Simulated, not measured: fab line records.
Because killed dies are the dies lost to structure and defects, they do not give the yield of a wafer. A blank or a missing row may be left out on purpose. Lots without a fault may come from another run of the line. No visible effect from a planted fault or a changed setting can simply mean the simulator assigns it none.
Matching of chambers :: flow sky130 :: SKY_VIA1_ETCH_14 on rieDiel-02 has 4 sister chambers
The step etches BARC in N2/H2, stops on SiO2, time 45.9 s, target depth 60 nm. 8 wafers are shown with their chamber, then 8 later ones without.

== WAFERS, EACH WITH ITS CHAMBER ==
wafer: L808.2
chamber: 0
runLengthS (s): 74.8
oesProductAu (a.u.): 0.849

wafer: L818.2
chamber: 1
runLengthS (s): 73.7
oesProductAu (a.u.): 0.859

wafer: L818.4
chamber: 3
runLengthS (s): 73.7
oesProductAu (a.u.): 0.847

wafer: L818.5
chamber: 0
runLengthS (s): 75.4
oesProductAu (a.u.): 0.856

wafer: L819.1
chamber: 1
runLengthS (s): 73.6
oesProductAu (a.u.): 0.857

wafer: L819.3
chamber: 2
runLengthS (s): 74.2
oesProductAu (a.u.): 0.848

wafer: L819.4
chamber: 3
runLengthS (s): 73.9
oesProductAu (a.u.): 0.859

wafer: L820.1
chamber: 2
runLengthS (s): 74.3
oesProductAu (a.u.): 0.843

== WAFERS WITHOUT THEIR CHAMBER ==
wafer: L820.3
runLengthS (s): 75.5
oesProductAu (a.u.): 0.852

wafer: L820.6
runLengthS (s): 73.7
oesProductAu (a.u.): 0.856

wafer: L821.2
runLengthS (s): 73.6
oesProductAu (a.u.): 0.847

wafer: L821.4
runLengthS (s): 73.9
oesProductAu (a.u.): 0.848

wafer: L821.5
runLengthS (s): 74.2
oesProductAu (a.u.): 0.860

wafer: L823.1
runLengthS (s): 73.8
oesProductAu (a.u.): 0.858

wafer: L823.3
runLengthS (s): 74.6
oesProductAu (a.u.): 0.865

wafer: L823.6
runLengthS (s): 74.4
oesProductAu (a.u.): 0.856

== EACH ONE'S CHAMBER ==
wafer: L820.3
from the rows above: 0
in truth: 0

wafer: L820.6
from the rows above: can't be placed: 1 or 3
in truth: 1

wafer: L821.2
from the rows above: can't be placed: 3 or 1 or 2
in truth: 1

wafer: L821.4
from the rows above: can't be placed: 3 or 2 or 1
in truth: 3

wafer: L821.5
from the rows above: can't be placed: 3 or 1 or 2 or 0
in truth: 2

wafer: L823.1
from the rows above: can't be placed: 1 or 3
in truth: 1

wafer: L823.3
from the rows above: can't be placed: 0 or 2 or 3 or 1
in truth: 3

wafer: L823.6
from the rows above: can't be placed: 2 or 3 or 0 or 1
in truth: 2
Placed correctly: 1 of 8. From these rows, 7 cannot be placed; in 7 the true chamber is one of the candidates. Number placed wrongly: 0.
How it was worked out, from the rows above alone: a wafer's distance from a chamber is the root of the sum, over the readings, of the square of ((its reading less the chamber's mean) divided by the reading's scatter). The wafer belongs to the nearest chamber; if the next one is less than 2 further off, it can't be placed. For every chamber, the mean is computed from those of its wafers that are shown. How the scatter is found: for the shown wafers, subtract from each reading the mean of its chamber, square and add these, divide the total by (wafers less chambers), then take the root.
